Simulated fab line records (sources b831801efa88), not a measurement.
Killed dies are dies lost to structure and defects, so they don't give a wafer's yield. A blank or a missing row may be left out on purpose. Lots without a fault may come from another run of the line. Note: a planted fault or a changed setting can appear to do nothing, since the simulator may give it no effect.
2 desks, one fault -- flow gf180mcu -- only its own numbers are on each desk; what lay behind them is given at the end

## AT THE METROLOGY DESK
Means of the sampled wafers that have a number, per lot and without regard to the tool the lot ran on: this is what the gauges read. The brackets show how far a lot's mean lies from the usual mean; more than 4 standard deviations puts the lot out of limits, marked OUT.
Columns: A = NSD_OVL at GF_NSD_OVL_MEAS_08, usual -0.9 nm; B = NSD_RS at GF_PSD_RS_MEAS_14, usual 46.61 ohm/sq
lot,first seen here,A,B
L151,day 13 05:36,-3.6,46.58
L152,day 13 12:51,-1.8,46.78
L158,day 15 23:31,-0.4,47.10 (+5.3) OUT
L160,day 16 15:56,-1.0,47.13 (+5.6) OUT
L164,day 17 18:19,2.5,46.57
L165,day 18 07:56,0.1,46.49
L167,day 19 05:55,-1.4,46.49
L168,day 19 08:30,-1.9,46.64
L169,day 19 15:01,0.4,46.62
L170,day 19 23:34,-1.3,46.71
L173,day 20 23:14,-1.8,46.51
L174,day 21 05:17,-2.2,46.62
This desk's result: L158, L160 out of limits, first on L158 (NSD_RS at GF_PSD_RS_MEAS_14), day 16 22:46. L151, L152, L164, L165, L167, L168, L169, L170, L173, L174 stayed within limits.

## DESK OF THE TOOL OWNER: implanter-04
For each lot that ran on this tool, the mean over its sampled wafers that have a number, from the tool's own readings at GF_NSD_IMPLANT_10. The brackets show how far a lot's mean lies from the usual mean; more than 4 standard deviations puts the lot out of limits, marked OUT.
Columns: A = end station pressure torr at GF_NSD_IMPLANT_10, usual 7.3e-06 Torr; B = faraday current uA at GF_NSD_IMPLANT_10, usual 2785; C = tilt deg at GF_NSD_IMPLANT_10, usual 6.999 degrees
lot,first seen here,A,B,C
L158,day 15 23:44,7.4e-06,2801,8.823 (+91) OUT
L160,day 16 16:09,7.1e-06,2746,8.826 (+91) OUT
L169,day 19 15:12,7.3e-06,2762,7.025
L170,day 19 23:47,7.4e-06,2755,7.004
L174,day 21 05:28,7.6e-06,2753,6.997
Finding of this desk: L158, L160 out of limits; the first was L158 at day 15 23:44, on tilt deg at GF_NSD_IMPLANT_10. L169, L170, L174 stayed within limits.

## TAKEN TOGETHER
An alarm could have come from the tool owner's desk at day 15 23:44, on L158, L160.
An alarm was possible from the metrology desk at day 16 22:46, on L158, L160.
On implanter-04, each named lot ran GF_NSD_IMPLANT_10.

## WHAT WAS PUT IN BY THE SIMULATOR
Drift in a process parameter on implanter-04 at GF_NSD_IMPLANT_10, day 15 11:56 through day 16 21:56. The setting tilt deg was moved by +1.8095, starting from 7. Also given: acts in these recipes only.
Lots struck among those shown: L158, L160.
Delay (hours) between the fault's onset and each desk's first out-of-limits reading: 12 at the tool owner's desk, 35 at the metrology desk.
